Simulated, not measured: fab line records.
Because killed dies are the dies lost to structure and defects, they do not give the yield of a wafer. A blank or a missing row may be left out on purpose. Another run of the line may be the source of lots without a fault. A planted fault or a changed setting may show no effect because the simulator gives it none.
fab line records -- flow sfq_line
record: lots: 11, wafers: 33, last_day: 85
route steps=325 shown R5@224 C5@247 M6@263 I6@267
lots that met no fault: from a run of the same line without faults
start_h: the number of hours between the record's first day and the start of the first shown wafer of the lot -- wait_h: hours elapsed since this lot's preceding step -- " identical to the entry in the row above -- L1.1+2: several wafers, shown together as one row -- - no value, or no start given -- * or withheld: withheld -- < > ~ a bound
route shown NAME@n: NAME is a module with steps in the file, n the number in the route of the first one -- usual: mean and standard deviation over wafers with no fault -- same: alike in all rows -- chamber/n: place in a boat -- sites: the reading at each site -- _std_site: the values' standard deviation -- _edge_site: mean of outer sites minus mean of inner sites -- radius_mm: for every site, how far away it sits from the centre of the wafer -- mask NAME#n: copy n -- behind: tool/chamber where the wafer was last shaped -- hold: what put the lot on hold/how long, in hours/how the hold closed -- device: names the non-switching transistor (n, p or np) -- end of line: tests of these same wafers at the route's end -- for a step that has no rows: nothing shown but its recipe -- killed: dies lost to structure and defects at the first sort, not the wafer's yield -- map: a wafer's dies, marking killed ones x, the rest . and places with no die _
set.NAME: the setting as run; set.NAME@STEP: as run at that earlier step -- model.NAME: the simulator's own value behind a step, which no gauge read
the route's steps for a sample of lots (tables are steps, rows are wafers)
services: from which hour (start_h, from the record's first day; less than 0 if before it) a tool's chamber was out of use, for how many hours, and why
== steps ==
step: SFQ_TRILAYER_R5_BARC_OPEN_METAL_ETCH_177
recipe: mask_material: PR, chemistry: O2, target_depth_nm: 125, target: BARC, icp_w: 600, bias_w: 80, pressure_mtorr: 10, time_s: 41.7
usual: drypump_motor_current_A: 5.92/0.22, he_backside_leak_sccm: 3.48/0.24, oes_product_au: 0.685/0.0044
lot.wafer,tool,chamber,start_h,wait_h,drypump_motor_current_A,he_backside_leak_sccm,oes_product_au,rf_hours_counter_h
L894.1,rie_metal-02,0,1446.61,0.0,5.62,3.30,0.683,63
L894.5,rie_metal-02,0,1446.61,0.0,5.63,3.16,0.691,-
L894.6,rie_metal-02,1,1446.61,0.0,5.73,3.75,0.686,-
L895.1,rie_metal-03,0,1452.61,0.0,5.96,3.54,0.689,7
L895.3,rie_metal-03,0,1452.61,0.0,5.96,3.66,0.683,-
L895.4,rie_metal-03,1,1452.61,0.0,5.95,3.81,0.677,-
L896.2,rie_metal-01,1,1461.01,0.0,6.28,3.28,0.689,54
L896.4,rie_metal-01,1,1461.01,0.0,6.25,3.47,0.683,-
L896.6,rie_metal-01,0,1461.01,0.0,6.16,3.13,0.681,-
L897.2,rie_metal-02,0,1465.81,0.0,5.65,3.14,0.678,66
L897.5,rie_metal-02,1,1465.81,0.0,5.73,3.84,0.691,-
L897.6,rie_metal-02,0,1465.81,0.0,5.65,3.24,0.685,-
L898.1,rie_metal-02,1,1580.39,0.0,5.75,3.52,0.682,7
L898.5,rie_metal-02,0,1580.39,0.0,5.63,3.05,0.686,-
L898.6,rie_metal-02,1,1580.39,0.0,5.75,3.53,0.680,-
L901.2,rie_metal-03,1,1624.64,0.0,5.95,3.83,0.676,82
L901.4,rie_metal-03,0,1624.64,0.0,5.94,3.44,0.686,-
L901.6,rie_metal-03,1,1624.64,0.0,5.96,3.83,0.684,-
L904.3,rie_metal-01,0,1635.34,0.0,6.15,3.36,0.681,-
L904.4,rie_metal-01,1,1635.34,0.0,6.30,3.38,0.685,-
L904.5,rie_metal-01,0,1635.34,0.0,6.16,3.19,0.688,-
L906.1,rie_metal-02,1,1638.92,0.0,5.73,3.58,0.688,18
L906.4,rie_metal-02,0,1638.92,0.0,5.62,3.15,0.688,-
L906.6,rie_metal-02,1,1638.92,0.0,5.72,3.64,0.687,-
L909.1,rie_metal-02,1,1650.40,0.0,5.76,3.65,0.684,19
L909.3,rie_metal-02,1,1650.40,0.0,5.77,3.60,0.683,-
L909.6,rie_metal-02,0,1650.40,0.0,5.66,3.26,0.684,-
L910.1,rie_metal-03,0,1654.74,0.0,5.94,3.51,0.687,38
L910.3,rie_metal-03,1,1654.74,0.0,5.94,3.74,0.684,-
L910.4,rie_metal-03,0,1654.74,0.0,5.92,3.59,0.687,-
L911.1,rie_metal-01,0,1657.27,0.0,6.13,3.29,0.693,39
L911.3,rie_metal-01,1,1657.27,0.0,6.26,3.26,0.684,-
L911.4,rie_metal-01,0,1657.27,0.0,6.13,3.43,0.687,-
step: SFQ_TRILAYER_C5_BARC_OPEN_VIA_ETCH_210
recipe: mask_material: PR, chemistry: O2, target_depth_nm: 125, target: BARC, source_w: 500, bias_w: 80, pressure_mtorr: 30, time_s: 41.7
usual: drypump_motor_current_A: 5.8/0.45, oes_product_au: 0.686/0.0052
lot.wafer,tool,chamber,start_h,wait_h,drypump_motor_current_A,oes_product_au,rf_hours_counter_h
L894.1,rie_diel-04,0,1459.81,0.0,5.3,0.691,15
L894.5,rie_diel-04,3,1459.81,0.0,5.4,0.673,-
L894.6,rie_diel-04,2,1459.81,0.0,5.6,0.693,-
L895.1,rie_diel-03,2,1463.41,0.0,6.7,0.688,2
L895.3,rie_diel-03,0,1463.41,0.0,6.1,0.691,2
L895.4,rie_diel-03,1,1463.41,0.0,5.2,0.685,1
L896.2,rie_diel-03,0,1471.42,0.0,6.1,0.686,2
L896.4,rie_diel-03,2,1471.42,0.0,6.7,0.683,2
L896.6,rie_diel-03,2,1471.42,0.0,6.7,0.691,-
L897.2,rie_diel-04,0,1472.62,0.0,5.3,0.682,15
L897.5,rie_diel-04,1,1472.62,0.0,6.0,0.690,-
L897.6,rie_diel-04,0,1472.62,0.0,5.3,0.686,-
L898.1,rie_diel-01,3,1721.46,0.0,5.2,0.679,2
L898.5,rie_diel-01,2,1721.46,0.0,6.0,0.683,-
L898.6,rie_diel-01,1,1721.46,0.0,5.9,0.681,-
L901.2,rie_diel-03,2,1818.76,0.0,6.7,0.687,7
L901.4,rie_diel-03,1,1818.76,0.0,5.3,0.692,6
L901.6,rie_diel-03,2,1818.76,0.0,6.7,0.685,-
L904.3,rie_diel-03,1,1827.16,0.0,5.3,0.686,7
L904.4,rie_diel-03,0,1827.16,0.0,6.1,0.687,8
L904.5,rie_diel-03,2,1827.16,0.0,6.7,0.690,-
L906.1,rie_diel-04,0,1832.22,0.0,5.3,0.686,4
L906.4,rie_diel-04,3,1832.22,0.0,5.4,0.685,4
L906.6,rie_diel-04,0,1832.22,0.0,5.3,0.684,-
L909.1,rie_diel-03,2,1841.82,0.0,6.7,0.682,8
L909.3,rie_diel-03,3,1841.82,0.0,6.3,0.677,2
L909.6,rie_diel-03,3,1841.82,0.0,6.3,0.686,-
L910.1,rie_diel-04,2,1847.82,0.0,5.6,0.681,19
L910.3,rie_diel-04,0,1847.82,0.0,5.3,0.680,4
L910.4,rie_diel-04,3,1847.82,0.0,5.4,0.690,4
L911.1,rie_diel-01,2,1850.38,0.0,6.0,0.686,7
L911.3,rie_diel-01,0,1850.38,0.0,5.8,0.689,17
L911.4,rie_diel-01,1,1850.38,0.0,5.8,0.680,9
step: SFQ_TRILAYER_M6_ETCH_METAL_ETCH_162
recipe: target: Nb, stop_on: SiO2, mask_material: PR, chemistry: Cl2/Ar, target_depth_nm: 240, icp_w: 600, bias_w: 80, pressure_mtorr: 10, time_s: 120
usual: drypump_motor_current_A: 5.9/0.37, he_backside_leak_sccm: 3.4/0.31, oes_product_au: 0.895/0.0083
lot.wafer,tool,chamber,start_h,wait_h,drypump_motor_current_A,he_backside_leak_sccm,oes_product_au,rf_hours_counter_h
L894.1,rie_metal-03,1,1557.65,0.0,6.0,3.6,0.903,72
L894.5,rie_metal-03,1,1557.65,0.0,5.9,3.7,0.897,-
L894.6,rie_metal-03,0,1557.65,0.0,5.9,3.5,0.904,-
L895.1,rie_metal-01,0,1562.45,0.0,6.1,3.3,0.896,26
L895.3,rie_metal-01,1,1562.45,0.0,6.3,3.2,0.899,-
L895.4,rie_metal-01,0,1562.45,0.0,6.1,3.1,0.904,-
L896.2,rie_metal-04,0,1569.65,0.0,5.0,3.3,0.883,4
L896.4,rie_metal-04,1,1569.65,0.0,5.8,3.2,0.878,-
L896.6,rie_metal-04,0,1569.65,0.0,5.0,3.3,0.881,-
L897.2,rie_metal-01,1,1573.25,0.0,6.3,3.1,0.892,68
L897.5,rie_metal-01,0,1573.25,0.0,6.1,3.2,0.899,-
L897.6,rie_metal-01,1,1573.25,0.0,6.3,3.1,0.892,-
L898.1,rie_metal-03,1,1730.63,0.0,6.0,3.8,0.875,96
L898.5,rie_metal-03,1,1730.63,0.0,5.9,3.8,0.892,-
L898.6,rie_metal-03,0,1730.63,0.0,5.9,3.6,0.878,-
L901.2,rie_metal-04,0,1891.96,0.0,5.0,3.3,0.907,49
L901.4,rie_metal-04,0,1891.96,0.0,5.0,3.3,0.894,-
L901.6,rie_metal-04,0,1891.96,0.0,5.0,3.1,0.906,-
L904.3,rie_metal-01,0,1908.40,0.1,6.1,3.3,0.895,-
L904.4,rie_metal-01,1,1908.40,0.1,6.3,3.6,0.881,-
L904.5,rie_metal-01,1,1908.40,0.1,6.3,3.6,0.919,-
L906.1,rie_metal-01,1,1917.97,0.0,6.3,3.1,0.890,118
L906.4,rie_metal-01,1,1917.97,0.0,6.3,3.2,0.895,-
L906.6,rie_metal-01,0,1917.97,0.0,6.1,3.3,0.898,-
L909.1,rie_metal-01,1,1928.76,0.0,6.2,3.0,0.908,120
L909.3,rie_metal-01,0,1928.76,0.0,6.1,3.4,0.907,-
L909.6,rie_metal-01,1,1928.76,0.0,6.3,3.2,0.897,-
L910.1,rie_metal-04,1,1939.56,0.0,5.8,3.5,0.897,130
L910.3,rie_metal-04,0,1939.56,0.0,5.0,3.3,0.902,-
L910.4,rie_metal-04,1,1939.56,0.0,5.8,3.5,0.910,-
L911.1,rie_metal-01,0,1943.16,0.0,6.1,3.3,0.888,82
L911.3,rie_metal-01,1,1943.16,0.0,6.3,3.3,0.891,-
L911.4,rie_metal-01,0,1943.16,0.0,6.1,3.2,0.888,-
step: SFQ_TRILAYER_I6_CMP_CMP_166
recipe: material: SiO2, down_force_psi: 3, platen_rpm: 60, pad_velocity_m_s: 0.94248
usual: motor_current_A: 9.8/1.5, retaining_ring_pressure_frac: 1.000/0.0051, time_to_endpoint_s: 217/7.2
lot.wafer,tool,chamber,start_h,wait_h,motor_current_A,retaining_ring_pressure_frac,time_to_endpoint_s
L894.1,cmp-02,0,1559.62,1.0,10.0,0.997,219
L894.6,cmp-02,2,1560.62,2.0,9.1,1.004,234
L894.5,cmp-02,3,1560.62,2.0,9.8,0.994,230
L895.3,cmp-01,0,1563.42,0.0,8.6,0.992,207
L895.1,cmp-01,2,1564.42,1.0,8.1,0.995,208
L895.4,cmp-01,3,1564.42,1.0,13.6,0.998,222
L896.2,cmp-01,1,1571.75,1.2,10.4,1.005,215
L896.4,cmp-01,0,1573.25,2.6,8.2,1.005,227
L896.6,cmp-01,1,1573.25,2.6,10.1,1.007,225
L897.2,cmp-02,2,1577.22,3.0,8.6,0.996,213
L897.5,cmp-02,2,1579.22,5.0,8.9,1.001,211
L897.6,cmp-02,3,1579.22,5.0,8.8,0.993,223
L898.1,cmp-02,1,1734.13,2.6,11.5,1.008,213
L898.6,cmp-02,0,1735.63,4.0,10.1,1.003,224
L898.5,cmp-02,1,1735.63,4.0,10.8,1.013,224
L901.2,cmp-01,3,1893.44,0.5,12.2,1.001,229
L901.4,cmp-01,0,1893.44,0.5,8.6,0.999,221
L901.6,cmp-01,3,1895.44,2.5,13.3,1.006,231
L904.3,cmp-02,1,1910.36,1.0,11.6,0.993,220
L904.4,cmp-02,2,1910.36,1.0,9.0,0.996,210
L904.5,cmp-02,0,1911.86,2.5,10.7,1.005,215
L906.4,cmp-01,0,1919.13,0.1,8.2,0.999,222
L906.1,cmp-01,2,1920.13,1.2,8.2,1.001,194
L906.6,cmp-01,0,1921.13,2.0,8.7,1.005,214
L909.3,cmp-02,0,1930.52,0.8,9.8,1.000,209
L909.1,cmp-02,2,1931.52,1.8,8.8,1.002,212
L909.6,cmp-02,0,1932.52,2.8,10.9,0.997,221
L910.4,cmp-02,1,1940.54,0.0,11.5,0.993,216
L910.1,cmp-02,2,1940.54,0.0,9.1,1.005,208
L910.3,cmp-02,0,1942.04,1.5,10.2,0.994,219
L911.1,cmp-02,2,1947.04,2.9,9.4,1.006,213
L911.3,cmp-02,3,1947.04,2.9,9.2,1.006,208
L911.4,cmp-02,0,1947.04,2.9,10.7,1.004,211
step: SFQ_TRILAYER_I6_METRO_MEASURE_167
usual: thk_nm: 200.7/1
lot.wafer,tool,chamber,start_h,wait_h,thk_nm
L894.1,film_metro-01,-,1561.74,0.1,200.0
L894.5,film_metro-01,-,1561.74,0.1,200.2
L894.6,film_metro-01,-,1561.74,0.1,200.5
L895.1,film_metro-02,-,1566.54,0.1,201.4
L895.3,film_metro-02,-,1566.54,0.1,200.5
L895.4,film_metro-02,-,1566.54,0.1,201.9
L896.2,film_metro-02,-,1575.07,0.3,200.4
L896.4,film_metro-02,-,1575.07,0.3,200.1
L896.6,film_metro-02,-,1575.07,0.3,201.4
L897.2,film_metro-02,-,1580.54,0.3,200.8
L897.5,film_metro-02,-,1580.54,0.3,202.1
L897.6,film_metro-02,-,1580.54,0.3,200.6
L898.1,film_metro-04,-,1736.75,0.1,200.7
L898.5,film_metro-04,-,1736.75,0.1,200.6
L898.6,film_metro-04,-,1736.75,0.1,201.4
L901.2,film_metro-01,-,1896.26,0.3,200.7
L901.4,film_metro-01,-,1896.26,0.3,199.4
L901.6,film_metro-01,-,1896.26,0.3,200.3
L904.3,film_metro-04,-,1912.88,0.5,199.9
L904.4,film_metro-04,-,1912.88,0.5,200.8
L904.5,film_metro-04,-,1912.88,0.5,199.9
L906.1,film_metro-01,-,1922.25,0.1,220.7
L906.4,film_metro-01,-,1922.25,0.1,200.3
L906.6,film_metro-01,-,1922.25,0.1,201.5
L909.1,film_metro-02,-,1933.64,0.1,201.4
L909.3,film_metro-02,-,1933.64,0.1,202.7
L909.6,film_metro-02,-,1933.64,0.1,202.1
L910.1,film_metro-02,-,1943.66,0.1,201.4
L910.3,film_metro-02,-,1943.66,0.1,200.9
L910.4,film_metro-02,-,1943.66,0.1,201.7
L911.1,film_metro-04,-,1949.66,0.1,200.0
L911.3,film_metro-04,-,1949.66,0.1,200.5
L911.4,film_metro-04,-,1949.66,0.1,199.6
step: SFQ_TRILAYER_I6_VIA_ETCH_VIA_ETCH_172
recipe: target: SiO2, stop_on: Nb, mask_material: PR, taper_deg: 20, chemistry: CHF3, target_depth_nm: 260, source_w: 500, bias_w: 80, pressure_mtorr: 30, time_s: withheld
usual: drypump_motor_current_A: 5.8/0.49, oes_product_au: 0.856/0.0061
lot.wafer,tool,chamber,start_h,wait_h,drypump_motor_current_A,oes_product_au
L894.1,rie_diel-04,3,1672.50,0.0,5.4,0.855
L894.5,rie_diel-04,1,1672.50,0.0,6.0,0.854
L894.6,rie_diel-04,2,1672.50,0.0,5.6,0.853
L895.1,rie_diel-03,3,1674.90,0.0,6.3,0.852
L895.3,rie_diel-03,0,1674.90,0.0,6.1,0.853
L895.4,rie_diel-03,1,1674.90,0.0,5.2,0.856
L896.2,rie_diel-03,0,1683.30,0.0,6.1,0.866
L896.4,rie_diel-03,0,1683.30,0.0,6.1,0.853
L896.6,rie_diel-03,2,1683.30,0.0,6.7,0.858
L897.2,rie_diel-03,0,1688.10,0.0,6.1,0.853
L897.5,rie_diel-03,1,1688.10,0.0,5.2,0.867
L897.6,rie_diel-03,2,1688.10,0.0,6.7,0.855
L898.1,rie_diel-03,1,1740.27,0.0,5.2,0.854
L898.5,rie_diel-03,3,1740.27,0.0,6.3,0.868
L898.6,rie_diel-03,2,1740.27,0.0,6.7,0.864
L901.2,rie_diel-03,1,1899.71,0.0,5.2,0.851
L901.4,rie_diel-03,3,1899.71,0.0,6.3,0.859
L901.6,rie_diel-03,2,1899.71,0.0,6.7,0.856
L904.3,rie_diel-03,0,1916.00,0.0,6.1,0.850
L904.4,rie_diel-03,2,1916.00,0.0,6.7,0.863
L904.5,rie_diel-03,0,1916.00,0.0,6.1,0.856
L906.1,rie_diel-04,0,1926.37,0.0,5.3,0.904
L906.4,rie_diel-04,2,1926.37,0.0,5.6,0.856
L906.6,rie_diel-04,3,1926.37,0.0,5.4,0.861
L909.1,rie_diel-02,3,1939.12,0.0,5.5,0.852
L909.3,rie_diel-02,1,1939.12,0.0,4.9,0.865
L909.6,rie_diel-02,0,1939.12,0.0,5.7,0.858
L910.1,rie_diel-03,1,1947.19,0.0,5.3,0.863
L910.3,rie_diel-03,2,1947.19,0.0,6.7,0.850
L910.4,rie_diel-03,0,1947.19,0.0,6.1,0.862
L911.1,rie_diel-02,2,1953.31,0.0,6.0,0.852
L911.3,rie_diel-02,3,1953.31,0.0,5.5,0.847
L911.4,rie_diel-02,2,1953.31,0.0,6.0,0.849
== services ==
tool,chamber,start_h,hours,kind
cmp-02,-,1437.55,4.0,pm
rie_diel-03,-,1448.79,0.2,repair
rie_diel-03,3,1490.79,1.6,repair
rie_diel-03,2,1503.37,3.5,repair
cmp-02,-,1511.66,4.4,pm
rie_metal-01,0,1537.97,5.5,repair
cmp-02,-,1543.98,5.0,repair
rie_diel-03,-,1562.79,0.9,repair
cmp-02,-,1585.66,1.8,repair
rie_diel-03,-,1587.88,4.3,pm
rie_metal-01,-,1594.38,0.6,repair
rie_diel-03,1,1620.14,2.1,repair
rie_metal-01,-,1689.12,0.3,repair
cmp-02,-,1701.15,6.3,pm
rie_diel-03,1,1771.98,2.5,repair
cmp-02,-,1778.44,6.4,repair
cmp-02,-,1784.84,4.0,pm
rie_diel-03,-,1791.39,1.0,repair
rie_metal-01,-,1795.53,2.8,pm
rie_diel-03,1,1851.09,11.9,repair
cmp-02,-,1885.38,0.3,repair
cmp-02,-,1889.40,0.7,repair
rie_diel-03,-,1911.03,2.8,pm
rie_metal-01,1,1949.78,1.0,repair
== key ==
first_sign: step: SFQ_TRILAYER_I6_CMP_CMP_166, reading: time_to_endpoint_s, direction: down, sigmas: 3.2, usual: *, struck: *
effect: step: SFQ_TRILAYER_I6_METRO_MEASURE_167, reading: thk_nm, direction: up, sigmas: 20, usual: 200.7, struck: 220.7
effect: step: SFQ_TRILAYER_I6_VIA_ETCH_VIA_ETCH_172, reading: oes_product_au, direction: up, sigmas: 7.8, usual: 0.856, struck: 0.904
met_at SFQ_TRILAYER_I6_CMP_CMP_166
struck_lots L906
struck_wafers L906.1
not_acting_at SFQ_TRILAYER_R5_BARC_OPEN_METAL_ETCH_177,SFQ_TRILAYER_C5_BARC_OPEN_VIA_ETCH_210,SFQ_TRILAYER_M6_ETCH_METAL_ETCH_162
onset_between 1563.42 1919.13
fault: kind: process_parameter_drift, tool: cmp-01, chamber: 2, onset_h: 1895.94, steps: SFQ_TRILAYER_I6_CMP_CMP_166, channel: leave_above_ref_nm, offset: 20, shape: step, end_h: 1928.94, acts_in: these_recipes_only, stated: 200
